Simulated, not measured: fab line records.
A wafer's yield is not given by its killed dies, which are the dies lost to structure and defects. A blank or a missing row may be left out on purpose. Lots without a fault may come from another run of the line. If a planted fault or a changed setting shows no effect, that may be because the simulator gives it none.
A struck lot beside a sound one || flow sky130 || 15 steps out of a route of 708
Sound: these wafers, L485.2, L485.4, L485.6. The struck wafers were L494.2, L494.6. Last of all comes the cause.
Order at every step that has rows: each side's tool, ch and its chambers, its first start. Under that, the readings that differ: sound wafers || struck wafers || difference of the means || sigmas: that difference in standard deviations of wafers without a fault.
alike: a reading whose means differ by less than 2 such deviations, as well as words and numbers matching on both sides. not compared: withheld readings; readings where some wafer has no value; bounds like >300 that might hide an equal value; numbers whose values overlap and for which the record gives no deviation.
The two part at a step that has a row with sigmas, a row that says differs or no value, or rows on one side only. Numbers that have no deviation but don't overlap get no sigmas and don't part them. A reading that every wafer of one side lacks parts them only if that side has two wafers or more.

first, 5 steps without rows for these wafers: SKY_LI_CONTACT_COAT_07 (resist thk 450 nm); SKY_LI_CONTACT_SOFTBAKE_08 (time 90 s); SKY_LI_CONTACT_EXPOSE_09 (exposes mask LICM1, target cd 170 nm); SKY_LI_CONTACT_PEB_10; SKY_LI_CONTACT_DEVELOP_11 (develop time 60 s).
SKY_LI_CONTACT_CD_MEAS_12: the cd target is 170 nm.
  struck on cd_sem-01, day 33 14:07; sound on cd_sem-01, day 30 11:06
  alike: cd_nm
SKY_LI_CONTACT_OVL_MEAS_13:
  struck on overlay-02, day 33 14:14; sound on overlay-02, day 30 11:13
{"reading": "LI_CONTACT_OVL (nm)", "sound": "14 10 10", "struck": "-4 -1", "difference": -14, "sigmas": -3}
SKY_LI_CONTACT_ETCH_14: etches BARC in N2/H2, stops on SiO2, time 45.9 s, target depth 60 nm.
  sound on rie_diel-02 ch 0,1,3, day 30 11:14; struck on rie_diel-03 ch 1,2, day 33 14:16
{"reading": "drypump_motor_current_A (A)", "sound": "6.1 6.2 6.4", "struck": "5.4 5.1", "difference": -1.0, "sigmas": -2}
  alike: oes_product_au, throttle_valve_pct
  not compared: rf_hours_counter_h
SKY_LI_CONTACT_ETCH_15: etches PSG in C4F8/O2/Ar, stops on Si, target depth 600 nm.
  sound on rie_diel-02 ch 0,1,3, day 30 11:17; struck on rie_diel-03 ch 1,2, day 33 14:18
  alike: oes_product_au
SKY_LI_CONTACT_STRIP_16: strips in O2/N2.
  sound on plasma_asher-02 ch 1, day 30 11:22; struck on plasma_asher-03 ch 0, day 33 14:23
  alike: drypump_motor_current_A, oes_product_au, strip_time_to_endpoint_s
  not compared: rf_hours_counter_h
then, 2 steps without rows for these wafers: SKY_LI_CONTACT_CLEAN_17 (cleans in NMP, time 600 s); SKY_LI_CONTACT_PRE_CLEAN_18 (time 5.6 s).
SKY_LI_CONTACT_SPUTTER_19: material Ti, target thk 20 nm, time 106.37 s.
  struck on pvd_sputter-02, day 33 14:41; sound on pvd_sputter-02, day 30 11:42
{"reading": "model.Ti_of_LI_CONTACT_SPUTTER_19.thk_nm (nm)", "sound": "19.96 19.82 19.91", "struck": "22.15 22.08", "difference": "+2.22", "sigmas": ""}
  alike: substrate_temp_c, throttle_valve_pct
SKY_LI_CONTACT_SPUTTER_20: material TiN, target thk 20 nm, time 80 s.
  struck on pvd_sputter-02, day 33 14:46; sound on pvd_sputter-02, day 30 11:46
  alike: throttle_valve_pct
SKY_PAD_OPEN_PROBE_99:
  the record has rows for the sound wafers here (prober-01, day 46 17:02) and none for the struck ones

== WHERE THEY PART ==
Last at SKY_PAD_OPEN_PROBE_99 as far as this record goes, first at SKY_LI_CONTACT_OVL_MEAS_13.

WHY: what had been put in by the simulator
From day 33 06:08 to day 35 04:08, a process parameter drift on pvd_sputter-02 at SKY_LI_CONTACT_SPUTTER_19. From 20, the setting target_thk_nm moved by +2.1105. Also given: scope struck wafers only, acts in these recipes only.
